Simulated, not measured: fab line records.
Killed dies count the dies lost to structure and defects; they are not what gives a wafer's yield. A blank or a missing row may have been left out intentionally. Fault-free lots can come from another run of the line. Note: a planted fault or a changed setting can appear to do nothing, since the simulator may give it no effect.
fab line records -- flow gf180mcu
[record] lots = 7, wafers = 21, last_day = 33
route steps=602 shown HV_LDD@212
lots with no fault: from the same line, run without faults
start_h: the number of hours between the record's first day and the start of the first shown wafer of the lot -- wait_h: hours from the lot's prior step to this one -- " repeats the value in the row above -- L1.1+2: several wafers, shown together as one row -- - value missing, or start not given -- * or withheld: withheld -- < > ~ a bound
route shown NAME@n: a module of which the file shows steps, and the number in the route of the first -- usual: mean/standard deviation taken from wafers without a fault -- same: alike in all rows -- chamber/n: place in a boat -- sites: each site's reading -- _std_site: their standard deviation -- _edge_site: inner sites' mean taken away from outer sites' mean -- radius_mm: how far each site lies from the wafer's centre -- mask NAME#n: copy n -- behind: the last tool/chamber to shape the wafer -- hold: reason for holding the lot/hours on hold/outcome of the hold -- device: which transistor (n, p or np) failed to switch -- end of line: the route-end tests of the same wafers -- for a step that has no rows: nothing shown but its recipe -- killed: the dies lost at the first sort to structure and to defects; this is not the yield of the wafer -- map: a wafer's dies, x killed, . not, _ none there
set.NAME: the setting the step ran with; set.NAME@STEP: the setting that earlier step ran with -- model.NAME: the simulator's own value behind a step, which no gauge read
lots seen at some steps along the route; tables by step, rows by wafer
services: the hour from which a tool's chamber was out of use, counted from the record's first day as start_h (under 0 if before that day), plus the number of hours and why
[[steps]]
[step GF_HV_LDD_IMPLANT_36]
[recipe] species = P, energy_kev = 60, dose_cm2 = 7.5e+12, tilt_deg = 30, rotation_deg = 270
[step GF_HV_LDD_STRIP_37]
[recipe] chemistry = O2/N2, power_w = 1400, pressure_mtorr = 1500, platen_temp_c = 250, o2_flow_sccm = 3000, n2_flow_sccm = 300, overash_fraction = 0.5
[usual] drypump_motor_current_A = 5.7/0.41, heater_power_w = 339/17, oes_product_au = 0.716/0.0046, strip_time_to_endpoint_s = 12.63/0.038
lot.wafer,tool,chamber,start_h,wait_h,drypump_motor_current_A,heater_power_w,oes_product_au,rf_hours_counter_h,strip_time_to_endpoint_s
L152.1,plasma_asher-03,1,326.47,0.1,4.9,355,0.715,70,12.63
L152.4,plasma_asher-03,0,326.47,0.1,6.5,315,0.708,-,12.62
L152.5,plasma_asher-03,1,326.47,0.1,4.9,355,0.725,-,12.62
L153.4,plasma_asher-04,0,326.97,0.1,5.8,348,0.710,-,12.66
L153.5,plasma_asher-04,0,326.97,0.1,5.7,353,0.714,-,12.65
L153.6,plasma_asher-04,1,326.97,0.1,5.9,351,0.720,-,12.63
L154.1,plasma_asher-04,0,343.01,0.1,5.7,348,0.720,22,12.62
L154.4,plasma_asher-04,0,343.01,0.1,5.7,350,0.711,-,12.67
L154.6,plasma_asher-04,1,343.01,0.1,5.9,341,0.716,-,12.67
L157.1,plasma_asher-03,0,358.71,0.1,6.5,309,0.718,74,12.67
L157.3,plasma_asher-03,0,358.71,0.1,6.5,307,0.715,-,12.62
L157.4,plasma_asher-03,1,358.71,0.1,4.9,359,0.711,-,12.66
L159.2,plasma_asher-02,0,379.96,0.1,5.4,330,0.708,84,12.61
L159.3,plasma_asher-02,1,379.96,0.1,5.6,326,0.718,-,12.59
L159.6,plasma_asher-02,0,379.96,0.1,5.4,335,0.716,-,12.60
L160.1,plasma_asher-02,0,388.01,0.1,5.4,334,0.714,85,12.61
L160.2,plasma_asher-02,1,388.01,0.1,5.6,331,0.715,85,12.62
L160.3,plasma_asher-02,0,388.01,0.1,5.4,329,0.717,-,12.61
L163.1,plasma_asher-04,1,415.21,0.1,5.9,339,0.721,28,12.69
L163.2,plasma_asher-04,0,415.21,0.1,5.8,364,0.716,28,12.67
L163.4,plasma_asher-04,1,415.21,0.1,5.9,344,0.715,-,12.69
[step GF_HV_LDD_TW_MEAS_38]
[usual] HV_LDD_3_TW = 1427/9.7
lot.wafer,tool,chamber,start_h,wait_h,HV_LDD_3_TW
L152.1,film_metro-03,-,326.57,0.1,1422
L152.4,film_metro-03,-,326.57,0.1,1424
L152.5,film_metro-03,-,326.57,0.1,1417
L153.4,film_metro-02,-,327.07,0.1,1435
L153.5,film_metro-02,-,327.07,0.1,1441
L153.6,film_metro-02,-,327.07,0.1,1432
L154.1,film_metro-02,-,343.11,0.1,1428
L154.4,film_metro-02,-,343.11,0.1,1429
L154.6,film_metro-02,-,343.11,0.1,1432
L157.1,film_metro-01,-,358.81,0.1,1430
L157.3,film_metro-01,-,358.81,0.1,1426
L157.4,film_metro-01,-,358.81,0.1,1420
L159.2,film_metro-02,-,380.07,0.1,1453
L159.3,film_metro-02,-,380.07,0.1,1444
L159.6,film_metro-02,-,380.07,0.1,1448
L160.1,film_metro-01,-,388.11,0.1,1437
L160.2,film_metro-01,-,388.11,0.1,1426
L160.3,film_metro-01,-,388.11,0.1,1431
L163.1,film_metro-03,-,415.31,0.1,1418
L163.2,film_metro-03,-,415.31,0.1,1427
L163.4,film_metro-03,-,415.31,0.1,1417
[step GF_HV_LDD_DEHYDRATE_39]
[recipe] temp_c = 200, time_s = 60
[step GF_HV_LDD_HMDS_40]
[recipe] prime_time_s = 60, prime_temp_c = 120
[step GF_HV_LDD_COAT_41]
[recipe] resist = NOVOLAK, spin_rpm = 3000, resist_thk_nm = 1000
[step GF_HV_LDD_SOFTBAKE_42]
[recipe] temp_c = 90, time_s = 60, resist = NOVOLAK
[step GF_HV_LDD_EXPOSE_43]
[recipe] mask_id = Pplus_HV_AREA, target_cd_nm = 400, na = 0.6, source_shape = conventional, sigma_outer = 0.6, dose_mj = 140
[step GF_HV_LDD_PEB_44]
[recipe] temp_c = withheld, time_s = *, resist = NOVOLAK
[step GF_HV_LDD_DEVELOP_45]
[recipe] develop_time_s = 60, dev_temp_c = 23
[step GF_HV_LDD_CD_MEAS_46]
[recipe] target_cd_nm = 400
[usual] cd_nm = 399.7/2.3
lot.wafer,tool,chamber,start_h,wait_h,cd_nm
L152.1,cd_sem-01,-,347.10,0.1,398.6
L152.4,cd_sem-01,-,347.10,0.1,398.9
L152.5,cd_sem-01,-,347.10,0.1,399.5
L153.4,cd_sem-02,-,347.37,0.1,401.0
L153.5,cd_sem-02,-,347.37,0.1,400.3
L153.6,cd_sem-02,-,347.37,0.1,399.9
L154.1,cd_sem-02,-,363.45,0.1,398.2
L154.4,cd_sem-02,-,363.45,0.1,397.8
L154.6,cd_sem-02,-,363.45,0.1,398.1
L157.1,cd_sem-01,-,380.58,0.1,395.2
L157.3,cd_sem-01,-,380.58,0.1,393.8
L157.4,cd_sem-01,-,380.58,0.1,394.5
L159.2,cd_sem-02,-,402.88,0.1,400.6
L159.3,cd_sem-02,-,402.88,0.1,402.4
L159.6,cd_sem-02,-,402.88,0.1,401.7
L160.1,cd_sem-01,-,410.36,0.1,396.0
L160.2,cd_sem-01,-,410.36,0.1,394.0
L160.3,cd_sem-01,-,410.36,0.1,395.8
L163.1,cd_sem-01,-,439.48,0.1,402.4
L163.2,cd_sem-01,-,439.48,0.1,403.3
L163.4,cd_sem-01,-,439.48,0.1,403.0
[step GF_HV_LDD_OVL_MEAS_47]
[usual] HV_LDD_03_OVL = -0.7/1.3
lot.wafer,tool,chamber,start_h,wait_h,HV_LDD_03_OVL[nm]
L152.1,overlay-02,-,347.22,0.1,-0.3
L152.4,overlay-02,-,347.22,0.1,-1.0
L152.5,overlay-02,-,347.22,0.1,0.7
L153.4,overlay-01,-,347.45,0.1,0.9
L153.5,overlay-01,-,347.45,0.1,1.5
L153.6,overlay-01,-,347.45,0.1,-2.1
L154.1,overlay-02,-,363.57,0.1,0.2
L154.4,overlay-02,-,363.57,0.1,-0.6
L154.6,overlay-02,-,363.57,0.1,-0.5
L157.1,overlay-02,-,380.70,0.1,-0.5
L157.3,overlay-02,-,380.70,0.1,-1.3
L157.4,overlay-02,-,380.70,0.1,-2.2
L159.2,overlay-02,-,402.99,0.1,0.0
L159.3,overlay-02,-,402.99,0.1,0.9
L159.6,overlay-02,-,402.99,0.1,0.0
L160.1,overlay-01,-,410.48,0.1,1.0
L160.2,overlay-01,-,410.48,0.1,1.2
L160.3,overlay-01,-,410.48,0.1,0.6
L163.1,overlay-01,-,439.60,0.1,-0.3
L163.2,overlay-01,-,439.60,0.1,-1.4
L163.4,overlay-01,-,439.60,0.1,-2.5
[step GF_HV_LDD_IMPLANT_48]
[recipe] species = B, energy_kev = 25, dose_cm2 = 3.066e+13, tilt_deg = 7
[usual] beam_energy_keV = 25.002/0.0083, beam_on_s = 10.03/0.19
lot.wafer,tool,chamber,start_h,wait_h,beam_energy_keV,beam_on_s
L152.1,implanter-02,-,347.26,0.0,-,-
L152.4,implanter-02,-,347.26,0.0,-,-
L152.5,implanter-02,-,347.26,0.0,-,-
L153.4,implanter-03,-,347.54,0.1,-,-
L153.5,implanter-03,-,347.54,0.1,-,-
L153.6,implanter-03,-,347.54,0.1,-,-
L154.1,implanter-03,-,363.61,0.0,-,-
L154.4,implanter-03,-,363.61,0.0,-,-
L154.6,implanter-03,-,363.61,0.0,-,-
L157.1,implanter-03,0,380.73,0.0,24.992,10.17
L157.3,implanter-03,0,380.73,0.0,24.994,10.09
L157.4,implanter-03,0,380.73,0.0,25.000,9.93
L159.2,implanter-03,0,403.04,0.0,24.999,10.15
L159.3,implanter-03,0,403.04,0.0,24.993,10.06
L159.6,implanter-03,0,403.04,0.0,24.995,9.82
L160.1,implanter-04,0,410.52,0.0,25.005,10.21
L160.2,implanter-04,0,410.52,0.0,25.015,9.84
L160.3,implanter-04,0,410.52,0.0,25.010,10.44
L163.1,implanter-04,0,439.63,0.0,25.005,9.79
L163.2,implanter-04,0,439.63,0.0,25.014,9.97
L163.4,implanter-04,0,439.63,0.0,25.016,10.01
[step GF_HV_LDD_STRIP_49]
[recipe] chemistry = O2/N2, power_w = 1400, pressure_mtorr = 1500, platen_temp_c = 250, o2_flow_sccm = 3000, n2_flow_sccm = 300, overash_fraction = 0.5
[usual] drypump_motor_current_A = 5.6/0.5, heater_power_w = 331/17, oes_product_au = 0.715/0.0043, strip_time_to_endpoint_s = 12.62/0.031
lot.wafer,tool,chamber,start_h,wait_h,drypump_motor_current_A,heater_power_w,oes_product_au,rf_hours_counter_h,strip_time_to_endpoint_s
L152.1,plasma_asher-03,1,347.41,0.1,4.9,351,0.718,73,12.62
L152.4,plasma_asher-03,0,347.41,0.1,6.5,305,0.719,-,12.59
L152.5,plasma_asher-03,1,347.41,0.1,4.9,362,0.717,-,12.60
L153.4,plasma_asher-04,1,347.65,0.1,5.9,334,0.714,-,12.65
L153.5,plasma_asher-04,0,347.65,0.1,5.7,352,0.720,-,12.63
L153.6,plasma_asher-04,1,347.65,0.1,5.9,337,0.723,-,12.60
L154.1,plasma_asher-03,1,363.76,0.1,4.9,355,0.711,75,12.59
L154.4,plasma_asher-03,1,363.76,0.1,4.9,354,0.713,-,12.62
L154.6,plasma_asher-03,0,363.76,0.1,6.5,305,0.721,-,12.64
L157.1,plasma_asher-03,1,380.88,0.1,4.9,356,0.717,77,12.62
L157.3,plasma_asher-03,0,380.88,0.1,6.5,303,0.718,-,12.64
L157.4,plasma_asher-03,1,380.88,0.1,4.9,361,0.717,-,12.57
L159.2,plasma_asher-04,0,403.17,0.1,5.7,350,0.712,27,12.58
L159.3,plasma_asher-04,0,403.17,0.1,5.8,349,0.709,-,12.57
L159.6,plasma_asher-04,1,403.17,0.1,5.9,340,0.715,-,12.61
L160.1,plasma_asher-04,1,410.67,0.1,5.9,344,0.718,28,12.66
L160.2,plasma_asher-04,0,410.67,0.1,5.7,355,0.718,28,12.69
L160.3,plasma_asher-04,1,410.67,0.1,5.9,338,0.714,-,12.67
L163.1,plasma_asher-03,1,439.78,0.1,4.9,345,0.710,1,12.57
L163.2,plasma_asher-03,0,439.78,0.1,6.5,306,0.711,1,12.59
L163.4,plasma_asher-03,0,439.78,0.1,6.5,296,0.715,-,12.64
[step GF_HV_LDD_TW_MEAS_50]
[usual] HV_LDD_4_TW = 570/4.2
lot.wafer,tool,chamber,start_h,wait_h,HV_LDD_4_TW
L152.1,film_metro-01,-,347.51,0.1,30
L152.4,film_metro-01,-,347.51,0.1,30
L152.5,film_metro-01,-,347.51,0.1,30
L153.4,film_metro-02,-,347.75,0.1,30
L153.5,film_metro-02,-,347.75,0.1,30
L153.6,film_metro-02,-,347.75,0.1,30
L154.1,film_metro-01,-,363.86,0.1,29
L154.4,film_metro-01,-,363.86,0.1,29
L154.6,film_metro-01,-,363.86,0.1,29
L157.1,film_metro-01,-,380.98,0.1,562
L157.3,film_metro-01,-,380.98,0.1,564
L157.4,film_metro-01,-,380.98,0.1,564
L159.2,film_metro-02,-,403.28,0.1,576
L159.3,film_metro-02,-,403.28,0.1,577
L159.6,film_metro-02,-,403.28,0.1,577
L160.1,film_metro-02,-,410.77,0.1,576
L160.2,film_metro-02,-,410.77,0.1,575
L160.3,film_metro-02,-,410.77,0.1,573
L163.1,film_metro-01,-,439.88,0.1,569
L163.2,film_metro-01,-,439.88,0.1,568
L163.4,film_metro-01,-,439.88,0.1,568
[step GF_HV_LDD_CLEAN_51]
[recipe] chemistry = SC1/SC2, mix = 1:4:20, temp_c = 70, time_s = 150, dry = n2_spin
[[services]]
tool,chamber,start_h,hours,kind
implanter-03,-,302.84,3.1,repair
implanter-04,-,307.95,91.4,repair
plasma_asher-04,-,310.91,12.1,repair
implanter-03,-,315.61,2.8,repair
plasma_asher-04,-,335.11,1.5,repair
implanter-04,-,340.88,2.8,repair
plasma_asher-04,-,353.58,4.3,repair
plasma_asher-04,-,356.53,14.5,repair
implanter-02,-,393.68,2.1,repair
implanter-02,-,396.69,3.0,pm
implanter-04,-,397.08,0.9,repair
implanter-04,-,399.54,6.1,pm
plasma_asher-03,-,401.96,0.8,repair
plasma_asher-03,-,421.25,9.0,pm
plasma_asher-03,0,421.25,9.0,vent_cycle
plasma_asher-03,1,421.25,9.0,vent_cycle
plasma_asher-03,0,430.25,-,clean
plasma_asher-03,1,430.25,-,clean
implanter-03,-,431.57,1.9,repair
[[key]]
[first_sign] step = GF_HV_LDD_IMPLANT_48, reading = tool_record, direction = missing
[effect] step = GF_HV_LDD_TW_MEAS_50, reading = HV_LDD_4_TW, direction = down, sigmas = 99+, usual = 570, struck = 30
met_at GF_HV_LDD_IMPLANT_48
struck_wafers L152.1,L152.4,L152.5,L153.4,L153.5,L153.6,L154.1,L154.4,L154.6
later_rows_left_out L152.1,L152.4,L152.5,L153.4,L153.5,L153.6,L154.1,L154.4,L154.6
sort_left_out L152.1,L152.4,L152.5,L153.4,L153.5,L153.6,L154.1,L154.4,L154.6
tester_left_out L152,L153,L154
[fault] kind = skipped_step_whole, tool = implanter-02,implanter-03, chamber = -, onset_h = 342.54, steps = GF_HV_LDD_IMPLANT_48, scope = struck_lots_only
// tester_left_out: of these lots the tester's yield and bins aren't shown, on N5 and GAA mostly nor the transistor test; their killed dies are dies lost to structure and defects alone, not to doping, threshold or leakage, so they don't give the yield
// sort_left_out: the simulated sort isn't trusted on such a fault, so these wafers' sort isn't shown, and their yield isn't known
// later_rows_left_out: the simulator's readings of these wafers behind a module that went badly wrong aren't trusted and aren't shown, but for the sort
